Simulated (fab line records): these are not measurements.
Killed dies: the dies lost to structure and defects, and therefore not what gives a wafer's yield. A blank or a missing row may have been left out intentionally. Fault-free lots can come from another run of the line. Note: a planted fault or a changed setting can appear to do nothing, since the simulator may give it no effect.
Struck lot and sound lot, side by side + flow sky130 + 28 out of 708 route steps
Sound: the wafers L491.1, L491.3, L491.4. Wafers struck: L494.2, L494.3, L494.5. The cause is given at the end.
Order at every step that has rows: each side's tool, ch and its chambers, its first start. Under that, the readings that differ: sound wafers + struck wafers + difference of the means + sigmas: that difference in standard deviations of wafers without a fault.
alike: readings with means less than 2 such deviations apart, plus words and numbers identical on both sides. not compared: withheld readings, readings lacking a value on some wafer, bounds such as >300 that could conceal the same value, and numbers that have no deviation in the record and whose values overlap.
A row with sigmas, a row that says differs or no value, or rows on one side alone: a step with any of these is where the two part. When numbers do not overlap yet have no deviation, they are printed without sigmas and do not part them. Lack of a reading on every wafer of one side parts them only where that side has two or more wafers.

first, 1 step without rows for these wafers: SKY_DNWELL_IMPLANT_07.
SKY_DNWELL_STRIP_08: strips in O2/N2.
  sound on plasmaAsher-01 ch 0,1, day 4 23:04; struck on plasmaAsher-04 ch 0, day 5 20:51
| reading                  | sound             | struck            | difference | sigmas |
|--------------------------|-------------------|-------------------|------------|--------|
| stripTimeToEndpointS (s) | 37.08 37.00 37.14 | 36.83 36.75 36.91 | -0.24      | -2     |
  alike: drypumpMotorCurrentA, o2FlowSccm, oesProductAu
  not compared: rfHoursCounterH
SKY_DNWELL_TW_MEAS_09:
  sound on filmMetro-04 at day 4 23:10; struck on filmMetro-01 at day 5 20:58
  alike: DNWELL_TW
then, 7 steps without rows for these wafers: SKY_PWDE_DEHYDRATE_00 (time 60 s); SKY_PWDE_HMDS_01 (prime time 60 s); SKY_PWDE_COAT_02 (resist thk 3000 nm); SKY_PWDE_SOFTBAKE_03; SKY_PWDE_EXPOSE_04 (exposes mask PWDEM, target cd 840 nm); SKY_PWDE_PEB_05; SKY_PWDE_DEVELOP_06 (develop time 60 s).
SKY_PWDE_OVL_MEAS_07:
  sound on overlay-01 at day 5 16:23; struck on overlay-02 at day 6 15:25
  alike: PWDE_OVL
after that, 1 step had no rows for these wafers: SKY_PWDE_IMPLANT_08.
SKY_PWDE_STRIP_09: strips in O2/N2.
  sound on plasmaAsher-03 ch 0,1, day 5 16:34; struck on plasmaAsher-03 ch 0,1, day 6 15:36
| reading                               | sound             | struck            | difference                    | sigmas |
|---------------------------------------|-------------------|-------------------|-------------------------------|--------|
| oesProductAu (a.u.)                   | 0.728 0.723 0.726 | 0.962 0.956 0.951 | +0.231                        | +52    |
| stripTimeToEndpointS (s)              | 36.87 36.88 36.82 | - - -             | no value on the struck wafers |        |
| model.coat_of_PWDE_COAT_02.thkNm (nm) | 0 0 0             | 876.5 877.6 876.3 | +876.8                        |        |
  alike: drypumpMotorCurrentA, o2FlowSccm
  not compared: rfHoursCounterH
SKY_PWDE_TW_MEAS_10:
  sound on filmMetro-04 at day 5 16:40; struck on filmMetro-04 at day 6 15:43
  alike: PWDE_TW
then, 7 steps without rows for these wafers: SKY_NWELL_DEHYDRATE_03 (time 60 s); SKY_NWELL_HMDS_04 (prime time 60 s); SKY_NWELL_COAT_05 (resist thk 3000 nm); SKY_NWELL_SOFTBAKE_06; SKY_NWELL_EXPOSE_07 (exposes mask NWM, target cd 840 nm); SKY_NWELL_PEB_08; SKY_NWELL_DEVELOP_09 (develop time 60 s).
SKY_NWELL_OVL_MEAS_10:
  sound on overlay-02 at day 6 11:57; struck on overlay-02 at day 7 10:20
  alike: NWELL_00_OVL
then, 3 steps without rows for these wafers: SKY_NWELL_IMPLANT_11; SKY_NWELL_IMPLANT_12; SKY_NWELL_IMPLANT_13.
SKY_NWELL_STRIP_14: strips in O2/N2.
  sound on plasmaAsher-01 ch 0,1, day 6 12:26; struck on plasmaAsher-04 ch 0, day 7 10:49
| reading                  | sound             | struck            | difference | sigmas      |
|--------------------------|-------------------|-------------------|------------|-------------|
| stripTimeToEndpointS (s) | 36.92 36.95 37.02 | 49.74 49.79 49.75 | +12.80     | +99 or more |
  alike: drypumpMotorCurrentA, o2FlowSccm, oesProductAu
  not compared: rfHoursCounterH
SKY_NWELL_TW_MEAS_15:
  sound on filmMetro-04 at day 6 12:32; struck on filmMetro-01 at day 7 10:56
| reading  | sound          | struck      | difference | sigmas |
|----------|----------------|-------------|------------|--------|
| NWELL_TW | 1810 1810 1807 | 909 897 911 | -903       | -48    |
then, 1 step without rows for these wafers: SKY_NWELL_DEHYDRATE_16 (time 60 s).

## WHERE THEY PART
At SKY_DNWELL_STRIP_08 first; at SKY_NWELL_TW_MEAS_15 last (within this record only).

WHY: what the simulator had put in
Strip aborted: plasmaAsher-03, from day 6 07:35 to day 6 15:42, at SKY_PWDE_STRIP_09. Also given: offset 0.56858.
